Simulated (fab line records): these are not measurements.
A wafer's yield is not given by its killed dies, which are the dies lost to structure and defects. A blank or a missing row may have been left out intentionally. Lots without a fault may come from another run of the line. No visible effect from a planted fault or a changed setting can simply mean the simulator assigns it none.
Which tool was responsible? || flow gf180mcu || at 1 step of a route of 602, 7 lots with 19 wafers sampled

WHAT THE GAUGES SHOWED, per wafer
GF_STI_THK_MEAS_02.
{"lot": "L121", "measured": "day 1 16:47", "on": "film-metro-03", "STI_OXIDATION_THK (nm)": "10.05 10.02 9.99"}
{"lot": "L123", "measured": "day 2 02:31", "on": "film-metro-03", "STI_OXIDATION_THK (nm)": "10.11 10.18 10.13"}
{"lot": "L127", "measured": "day 2 23:01", "on": "film-metro-02", "STI_OXIDATION_THK (nm)": 10.14}
{"lot": "L131", "measured": "day 3 20:10", "on": "film-metro-02", "STI_OXIDATION_THK (nm)": "10.07 10.11 10.10"}
{"lot": "L134", "measured": "day 4 09:54", "on": "film-metro-03", "STI_OXIDATION_THK (nm)": "9.67 9.86 9.78"}
{"lot": "L138", "measured": "day 5 05:32", "on": "film-metro-02", "STI_OXIDATION_THK (nm)": "10.00 9.98 10.05"}
{"lot": "L142", "measured": "day 6 01:34", "on": "film-metro-01", "STI_OXIDATION_THK (nm)": "10.32 10.16 10.29"}

WHICH TOOL RAN EACH LOT (tool, then ch and the chambers of the sampled wafers, then the start)
Record: no process step prior to these readings.

THE ANSWER, worked out from the rows above alone
Rule: usual is defined by the lots themselves. The widest of any qualifying gaps counts: lots, ordered by their means at a reading, are off when they make up no more than a third of the lots, leave a main group of 4 or more, and stand apart from it by 3 or more times the standard deviation of that group's means. A main group is skipped when, at the precision printed for the reading in the tables above, its means are all equal. Also off: a lot with no number at a reading for which 4 or more lots have one. All remaining lots with rows at the step are treated as sound.
None of the lots is off at any reading shown; this tells nothing.

WHAT WAS PUT IN BY THE SIMULATOR
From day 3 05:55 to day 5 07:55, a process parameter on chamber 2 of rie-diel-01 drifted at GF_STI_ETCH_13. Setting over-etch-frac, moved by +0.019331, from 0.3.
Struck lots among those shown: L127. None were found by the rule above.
